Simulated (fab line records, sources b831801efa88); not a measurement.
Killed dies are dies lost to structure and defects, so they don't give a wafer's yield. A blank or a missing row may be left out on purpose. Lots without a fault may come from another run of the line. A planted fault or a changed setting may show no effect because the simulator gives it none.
Which tool did it? | flow gf180mcu | 13 lots, 39 wafers sampled, at 3 steps of a route of 602

WHAT THE GAUGES READ, wafer by wafer
GF_MVSD_TW_MEAS_11.
lot  | measured     | on            | MVSD_TW
L692 | day 4 16:48  | film_metro-04 | 1568 1569 1570
L694 | day 5 07:10  | film_metro-04 | 1551 1562 1555
L695 | day 5 12:58  | film_metro-04 | 1567 1551 1554
L696 | day 5 19:07  | film_metro-02 | 1568 1559 1554
L697 | day 5 22:41  | film_metro-02 | 1559 1547 1564
L699 | day 6 12:52  | film_metro-04 | 1577 1582 1572
L700 | day 6 18:10  | film_metro-03 | 1578 1587 1581
L701 | day 7 01:08  | film_metro-03 | 1576 1572 1572
L708 | day 8 16:09  | film_metro-04 | 1478 1485 1484
L711 | day 9 10:37  | film_metro-04 | 1481 1487 1489
L712 | day 9 17:34  | film_metro-04 | 1568 1565 1568
L714 | day 10 06:46 | film_metro-04 | 1572 1573 1568
L715 | day 10 11:26 | film_metro-02 | 1574 1562 1560

GF_VT_IMPLANT_RS_MEAS_46: measures by four-point-probe.
lot  | measured     | on            | MVSD_RS (ohm/sq)
L692 | day 8 07:47  | film_metro-02 | 456.3 456.9 456.7
L694 | day 8 22:55  | film_metro-04 | 454.9 456.6 456.0
L695 | day 9 07:04  | film_metro-03 | 455.3 455.4 453.9
L696 | day 9 13:49  | film_metro-04 | 457.4 455.2 457.7
L697 | day 9 19:16  | film_metro-04 | 455.3 456.4 456.4
L699 | day 10 10:37 | film_metro-04 | 456.7 456.5 454.3
L700 | day 10 18:17 | film_metro-04 | 458.6 457.8 457.7
L701 | day 11 01:35 | film_metro-03 | 456.4 456.3 456.7
L708 | day 12 23:02 | film_metro-04 | 507.0 507.3 508.3
L711 | day 13 18:05 | film_metro-02 | 505.5 504.9 506.0
L712 | day 14 01:46 | film_metro-03 | 457.1 455.9 455.2
L714 | day 14 16:08 | film_metro-02 | 454.9 456.0 457.1
L715 | day 14 22:09 | film_metro-04 | 454.6 456.2 455.6

WHICH TOOL RAN EACH LOT (tool, then ch and the chambers of the sampled wafers, then the start)
lot  | GF_MVSD_IMPLANT_08
L692 | implanter-02 ch 0, day 4 16:25
L694 | implanter-02 ch 0, day 5 06:46
L695 | implanter-03 ch 0, day 5 12:34
L696 | implanter-04 ch 0, day 5 18:43
L697 | implanter-04 ch 0, day 5 22:17
L699 | implanter-04 ch 0, day 6 12:28
L700 | implanter-02 ch 0, day 6 17:47
L701 | implanter-02 ch 0, day 7 00:44
L708 | implanter-02 ch 0, day 8 15:47
L711 | implanter-02 ch 0, day 9 10:13
L712 | implanter-04 ch 0, day 9 17:10
L714 | implanter-03 ch 0, day 10 06:22
L715 | implanter-03 ch 0, day 10 11:04
- GF_MVSD_IMPLANT_08

WHAT THE TOOLS THEMSELVES READ (means of the sampled wafers that have a number; where no wafer has one, the mark that the record gives instead)
GF_MVSD_IMPLANT_08.
lot  | tool         | beam_energy_keV | dose_ions_cm2 | faraday_current_uA
L692 | implanter-02 | 403.65          | 1.5986e+13    | 91.6
L694 | implanter-02 | 403.73          | 1.6007e+13    | 90.1
L695 | implanter-03 | 403.66          | 1.5990e+13    | 91.1
L696 | implanter-04 | 403.83          | 1.6012e+13    | 90.4
L697 | implanter-04 | 403.62          | 1.5989e+13    | 90.7
L699 | implanter-04 | 403.85          | 1.5997e+13    | 90.8
L700 | implanter-02 | 403.70          | 1.6028e+13    | 89.0
L701 | implanter-02 | 403.49          | 1.6034e+13    | 90.5
L708 | implanter-02 | 403.71          | 1.3040e+13    | 74.0
L711 | implanter-02 | 403.84          | 1.3009e+13    | 72.8
L712 | implanter-04 | 403.69          | 1.6008e+13    | 90.4
L714 | implanter-03 | 403.67          | 1.6000e+13    | 91.5
L715 | implanter-03 | 403.81          | 1.6017e+13    | 89.8

THE ANSWER, worked out from the rows above alone
Rule: what is usual is taken from the lots themselves. Put in order of their means at a reading, lots are off if they are a third of the lots or fewer, leave a main group of 4 or more, and stand apart from it by a gap of 3 or more times the standard deviation of the main group's means; of several such gaps the widest counts. A main group whose means are all the same, to the digits that the tables above print for the reading, isn't used. A lot without any number at a reading at which 4 lots or more have one is off too. The other lots that the step has rows for count as sound. The gauges are gone through in route order, then the tools' own readings, and for those a lot's mean is taken as printed above. The first step at which some lot is off is used, and at that step the reading that is off furthest; a lot without a number counts as furthest.
Off: L708, L711, at GF_MVSD_TW_MEAS_11 (MVSD_TW). The main group: mean 1567, standard deviation 8.3.
A tool fits if, at a process step before that reading, it ran every lot that is off, and no sound lot after the first of them. The gauges at GF_MVSD_TW_MEAS_11 aren't tried: what is off there is off at GF_MVSD_IMPLANT_08 too, on other tools, and a gauge's error can't cause that. One fits: implanter-02 at GF_MVSD_IMPLANT_08. Its last sound lot is L701 (day 7 00:44), its first lot that is off L708 (day 8 15:47): a fault that began between those two fits.
The tool's own readings at GF_MVSD_IMPLANT_08 bear it out: on the lots that are off they differ by more than 5 times the standard deviation of the sound lots' means. dose_ions_cm2 reads 1.3024e+13 there against 1.6006e+13 on the sound lots; faraday_current_uA reads 73.4 there against 90.5 on the sound lots.

WHAT THE SIMULATOR HAD PUT IN
Process parameter drift: implanter-02, from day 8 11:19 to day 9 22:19, at GF_MVSD_IMPLANT_08. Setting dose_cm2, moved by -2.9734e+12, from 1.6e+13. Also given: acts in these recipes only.
Lots struck among those shown: L708, L711. The rule above found the same.
